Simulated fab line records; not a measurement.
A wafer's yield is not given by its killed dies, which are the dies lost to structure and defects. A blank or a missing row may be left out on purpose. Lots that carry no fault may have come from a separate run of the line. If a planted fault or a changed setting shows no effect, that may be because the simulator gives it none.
Check for tools in common + flow sky130 + 12 lots, 36 wafers sampled

## THE REASON FOR OPENING IT
SKY_SPACER_THK_MEAS_01, reading SPACER_CVD_00_THK: flagged on 1 of 12 lots. Fault-free wafers read 42.7 nm, with a standard deviation of 0.34.
Rule: a lot gets a flag if all its wafers with a number sit over 4 standard deviations from that mean, or if no wafer of it has a number. As for the other lots, they are considered sound.

| lot  | measured     | on           | SPACER_CVD_00_THK (nm), wafer by wafer | flag    |
|------|--------------|--------------|----------------------------------------|---------|
| L471 | day 22 19:44 | filmMetro-02 | 42.6 42.9 42.6                         |         |
| L472 | day 23 04:49 | filmMetro-01 | 43.1 42.9 42.8                         |         |
| L477 | day 24 23:31 | filmMetro-01 | 42.8 42.8 43.1                         |         |
| L479 | day 25 23:20 | filmMetro-01 | 25.6 25.8 25.8                         | FLAGGED |
| L487 | day 28 21:44 | filmMetro-04 | 43.1 43.1 43.2                         |         |
| L489 | day 29 14:06 | filmMetro-02 | 42.4 41.7 42.3                         |         |
| L488 | day 29 18:25 | filmMetro-01 | 42.9 43.5 43.1                         |         |
| L490 | day 30 02:46 | filmMetro-02 | 43.0 43.0 43.1                         |         |
| L491 | day 30 05:01 | filmMetro-04 | 42.6 42.8 42.7                         |         |
| L492 | day 30 12:10 | filmMetro-02 | 42.9 43.1 43.4                         |         |
| L493 | day 30 17:50 | filmMetro-04 | 42.8 43.1 42.9                         |         |
| L494 | day 30 20:34 | filmMetro-04 | 42.5 42.8 42.4                         |         |
Average over the flagged lots: 25.7 nm; offset from the usual -17.0 nm, equal to -50 standard deviations.

## LOT BY LOT: THE TOOL USED
The record holds 1 process step before the reading, out of a route of 708 steps. In each cell: the tool, then ch and the chambers that the sampled wafers went through, then the start.
| lot  | flag    | SKY_SPACER_CVD_00           |
|------|---------|-----------------------------|
| L471 |         | lpcvd-02 ch 0, day 22 18:32 |
| L472 |         | lpcvd-02 ch 0, day 23 03:37 |
| L477 |         | lpcvd-02 ch 1, day 24 22:18 |
| L479 | FLAGGED | lpcvd-02 ch 0, day 25 22:08 |
| L487 |         | lpcvd-02 ch 1, day 28 20:32 |
| L489 |         | lpcvd-02 ch 1, day 29 12:53 |
| L488 |         | lpcvd-02 ch 0, day 29 17:12 |
| L490 |         | lpcvd-02 ch 1, day 30 01:33 |
| L491 |         | lpcvd-02 ch 0, day 30 03:49 |
| L492 |         | lpcvd-02 ch 1, day 30 10:58 |
| L493 |         | lpcvd-02 ch 0, day 30 16:38 |
| L494 |         | lpcvd-02 ch 0, day 30 19:21 |
What these steps do:
- SKY_SPACER_CVD_00: deposits Si3N4 from DCS/NH3, target thk 43.1 nm, time 740 s.
- SKY_SPACER_THK_MEAS_01

## FLAGGED OVER TOTAL, TOOL BY TOOL (the gauges that took the reading come last)
| step                   | tool         | lots run | flagged | share of the flagged lots | sound lots run after its first flagged lot  |
|------------------------|--------------|----------|---------|---------------------------|---------------------------------------------|
| SKY_SPACER_CVD_00      | lpcvd-02     | 12       | 1       | all                       | 8 (L487,L489,L488,L490,L491,L492,L493,L494) |
| SKY_SPACER_THK_MEAS_01 | filmMetro-01 | 4        | 1       | all                       | 1 (L488)                                    |
| SKY_SPACER_THK_MEAS_01 | filmMetro-02 | 4        | 0       | none                      | -                                           |
| SKY_SPACER_THK_MEAS_01 | filmMetro-04 | 4        | 0       | none                      | -                                           |

## WHAT IS ALLOWED BY THE TABLE
In 2 table rows, all flagged lots were run: lpcvd-02 (SKY_SPACER_CVD_00), filmMetro-01 (SKY_SPACER_THK_MEAS_01).
- lpcvd-02 at SKY_SPACER_CVD_00 ran 12 lots, 1 of them flagged. Sound lots followed the first flagged one (L487, L489, L488, L490, L491, L492, L493, L494) on it, something a lasting fault affecting the whole tool could not allow.
- filmMetro-01 at SKY_SPACER_THK_MEAS_01 ran 4 lots, 1 of them flagged. Sound lots followed the first flagged one (L488) on it, something a lasting fault affecting the whole tool could not allow.
Every row of the table either missed a flagged lot or ran a sound lot after the first.

## WHAT THE SIMULATOR PUT IN
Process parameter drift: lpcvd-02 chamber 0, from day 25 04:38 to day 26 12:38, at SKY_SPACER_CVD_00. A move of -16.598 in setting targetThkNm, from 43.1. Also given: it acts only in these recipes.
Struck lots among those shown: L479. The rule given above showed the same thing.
